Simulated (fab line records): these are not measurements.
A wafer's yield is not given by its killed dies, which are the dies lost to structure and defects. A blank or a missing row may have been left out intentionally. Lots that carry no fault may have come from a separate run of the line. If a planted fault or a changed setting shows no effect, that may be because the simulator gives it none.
A struck lot beside a sound one + flow sfq-line + 28 out of 325 route steps
Sound: wafers L883.3, L883.4, L883.6. Struck: wafers L894.3, L894.4, L894.5. The cause is named last.
At each step with rows: each side's tool, then ch and its chambers, then its first start. Under that, the readings that differ: sound wafers + struck wafers + difference of the means + sigmas: that difference in standard deviations of wafers without a fault.
alike: same words and numbers on both sides, and readings whose means sit less than 2 such deviations apart. not compared: any withheld reading, any reading some wafer has no value for, any bound like >300 that may hide the same value, and any number with overlapping values for which the record gives no deviation.
Wherever a step has rows on one side only, a row that says differs or no value, or a row with sigmas, the two part there. Non-overlapping numbers with no deviation appear without sigmas and do not part them. Lack of a reading on every wafer of one side parts them only where that side has two or more wafers.

first, 6 steps without rows for these wafers: SFQ_TRILAYER_M2_LITHO_COAT_062 (resist thk 62 nm); SFQ_TRILAYER_M2_LITHO_COAT_057 (resist thk 600 nm); SFQ_TRILAYER_M2_LITHO_SOFTBAKE_061; SFQ_TRILAYER_M2_LITHO_EXPOSE_058 (exposes mask M2, target cd 500 nm); SFQ_TRILAYER_M2_LITHO_PEB_060 (peb time 60 s); SFQ_TRILAYER_M2_LITHO_DEVELOP_059 (time 60 s).
SFQ_M2_OVL_MEAS_916:
  sound on overlay-02, day 20 16:01; struck on overlay-02, day 25 06:56
  alike: M2_OVL
SFQ_TRILAYER_M2_BARC_OPEN_METAL_ETCH_077: etches BARC in O2, target depth 125 nm, time 41.7 s.
  sound on rie-metal-01 ch 0, day 20 16:04; struck on rie-metal-01 ch 0,1, day 25 06:58
  alike: drypump-motor-current-A, oes-product-au
  not compared: rf-hours-counter-h
then, 3 steps without rows for these wafers: SFQ_TRILAYER_M2_ETCH_METAL_ETCH_060 (etches Nb in Cl2/Ar, stops on SiO2, target depth 240 nm, time 120 s); SFQ_TRILAYER_M2_STRIP_STRIP_061 (strips in O2); SFQ_TRILAYER_M2_STRIP_SOLV_CLEAN_062 (cleans in NMP, time 600 s).
SFQ_TRILAYER_I2_DEP_PECVD_063: deposits SiO2 from SiH4/N2O, time 111.11 s, target thk 500 nm.
  sound on pecvd-02 ch 1,2, day 20 17:49; struck on pecvd-02 ch 0,1, day 25 07:55
  alike: heater-power-w, showerhead-vpp-V, throttle-valve-pct
SFQ_TRILAYER_I2_CMP_CMP_064: polishes SiO2.
  sound on cmp-01 ch 0,1,2, day 20 18:23; struck on cmp-01 ch 0,1, day 25 15:45
| reading                                             | sound           | struck            | difference | sigmas |
|-----------------------------------------------------|-----------------|-------------------|------------|--------|
| model.SiO2_of_TRILAYER_I2_DEP_PECVD_063.thk-nm (nm) | 198 198.8 200.2 | 177.2 179.8 178.5 | -20.5      |        |
  alike: motor-current-A, time-to-endpoint-s
SFQ_I2_BOW_MEAS_917:
  sound on film-metro-03, day 20 20:56; struck on film-metro-01, day 25 18:47
  alike: I2_BOW
SFQ_TRILAYER_I2_METRO_MEASURE_065:
  sound on film-metro-03, day 20 21:25; struck on film-metro-01, day 25 19:16
| reading     | sound             | struck            | difference | sigmas |
|-------------|-------------------|-------------------|------------|--------|
| thk-nm (nm) | 197.9 198.8 200.2 | 177.2 179.8 178.6 | -20.4      | -21    |
then, 6 steps without rows for these wafers: SFQ_TRILAYER_I2_VIA_LITHO_COAT_072 (resist thk 62 nm); SFQ_TRILAYER_I2_VIA_LITHO_COAT_067 (resist thk 650 nm); SFQ_TRILAYER_I2_VIA_LITHO_SOFTBAKE_071; SFQ_TRILAYER_I2_VIA_LITHO_EXPOSE_068 (exposes mask I2, target cd 500 nm); SFQ_TRILAYER_I2_VIA_LITHO_PEB_070 (peb time 60 s); SFQ_TRILAYER_I2_VIA_LITHO_DEVELOP_069 (time 60 s).
-- the record jumps here: 5 days lie between the struck wafers' starts before and after --
SFQ_I2_OVL_MEAS_918:
  sound on overlay-02, day 26 04:29; struck on overlay-02, day 30 18:47
  alike: I2_OVL
SFQ_TRILAYER_I2_VIA_BARC_OPEN_VIA_ETCH_096: etches BARC in O2, target depth 125 nm, time 41.7 s.
  sound on rie-diel-04 ch 1,2, day 26 04:31; struck on rie-diel-04 ch 0,1,3, day 30 18:49
  alike: drypump-motor-current-A, oes-product-au
  not compared: rf-hours-counter-h
SFQ_TRILAYER_I2_VIA_ETCH_VIA_ETCH_070: etches SiO2 in CHF3, stops on Nb, target depth 260 nm.
  sound on rie-diel-04 ch 1,2, day 26 04:33; struck on rie-diel-04 ch 0,1,3, day 30 18:51
| reading                        | sound             | struck            | difference | sigmas |
|--------------------------------|-------------------|-------------------|------------|--------|
| oes-product-au (a.u.)          | 0.856 0.846 0.854 | 0.798 0.805 0.805 | -0.049     | -10    |
| model.I2.feature-depth-nm (nm) | 198 198.8 200.2   | 177.2 179.8 178.5 | -20.5      |        |
| model.etch.depth-nm (nm)       | 198 198.8 200.2   | 177.2 179.8 178.5 | -20.5      |        |
  alike: drypump-motor-current-A
SFQ_TRILAYER_I2_VIA_STRIP_STRIP_071: strips in O2.
  sound on rie-metal-03 ch 0,1, day 26 04:52; struck on rie-metal-03 ch 0,1, day 30 19:10
  alike: drypump-motor-current-A, oes-product-au
  not compared: rf-hours-counter-h
then, 1 step without rows for these wafers: SFQ_TRILAYER_I2_VIA_STRIP_SOLV_CLEAN_072 (cleans in NMP, time 600 s).
SFQ_TRILAYER_M3_DEP_PRE_CLEAN_074: time 22.5 s.
  sound on pvd-sputter-03, day 26 05:26; struck on pvd-sputter-04, day 30 19:44
| reading                                             | sound             | struck          | difference | sigmas |
|-----------------------------------------------------|-------------------|-----------------|------------|--------|
| model.SiO2_of_TRILAYER_I2_DEP_PECVD_063.thk-nm (nm) | 190.5 191.3 192.7 | 169.7 172.3 171 | -20.5      |        |
SFQ_TRILAYER_M3_DEP_SPUTTER_073: material Nb, target thk 200 nm, time 133.3 s.
  sound on pvd-sputter-03, day 26 05:28; struck on pvd-sputter-04, day 30 19:46
  alike: substrate-temp-c, throttle-valve-pct

== WHERE THEY PART ==
At SFQ_TRILAYER_I2_METRO_MEASURE_065 first; at SFQ_TRILAYER_I2_VIA_ETCH_VIA_ETCH_070 last (within this record only). Later steps at which nothing parts them and some readings are alike: SFQ_TRILAYER_I2_VIA_STRIP_STRIP_071, SFQ_TRILAYER_M3_DEP_SPUTTER_073.

WHY: the cause the simulator had injected
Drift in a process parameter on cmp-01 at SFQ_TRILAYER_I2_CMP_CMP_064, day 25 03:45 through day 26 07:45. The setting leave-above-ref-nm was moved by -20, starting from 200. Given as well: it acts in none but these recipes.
